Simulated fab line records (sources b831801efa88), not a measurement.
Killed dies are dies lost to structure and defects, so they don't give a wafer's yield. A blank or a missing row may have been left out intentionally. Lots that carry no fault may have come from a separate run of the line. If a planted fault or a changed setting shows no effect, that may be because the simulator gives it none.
Chamber matching	flow sky130	SKY_CAPM_CVD_00 on pecvd-02 has 3 sister chambers
The step deposits SiO2, target thk 15.5 nm. 6 wafers are shown with their chamber, then 10 later ones without.

## WAFERS PAIRED WITH THEIR CHAMBERS
wafer	chamber	heater_power_w (W)	heater_power_outer_w (W)
L087.1	1	717	455
L089.1	1	637	394
L089.3	2	759	435
L089.6	0	755	439
L091.3	2	872	506
L091.4	0	871	524

## WAFERS WHOSE CHAMBER IS MISSING
wafer	heater_power_w (W)	heater_power_outer_w (W)
L091.5	891	518
L093.1	862	523
L093.3	599	374
L093.6	617	382
L097.2	629	416
L097.3	881	513
L097.5	851	514
L096.1	826	490
L096.2	748	436
L096.6	644	395

## WHICH CHAMBER EACH ONE RAN IN
wafer	from the rows above	in truth
L091.5	can't be placed: 0 or 2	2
L093.1	can't be placed: 0 or 2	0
L093.3	1	1
L093.6	1	1
L097.2	1	1
L097.3	can't be placed: 0 or 2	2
L097.5	can't be placed: 0 or 2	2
L096.1	can't be placed: 0 or 2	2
L096.2	can't be placed: 1 or 2 or 0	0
L096.6	1	1
4 of 10 placed correctly. Unplaceable from these rows: 6, with the true chamber sitting among the candidates in 6. Wrongly placed: 0.
How it was worked out, from the rows above alone: a wafer's distance from a chamber is the root of the sum, over the readings, of the square of ((its reading less the chamber's mean) divided by the reading's scatter). If the next closest chamber is less than 2 further off than the closest, the wafer can't be placed; otherwise it belongs to the closest. Each chamber's mean is taken over the wafers shown for it. How the scatter is found: for the shown wafers, subtract from each reading the mean of its chamber, square and add these, divide the total by (wafers less chambers), then take the root.
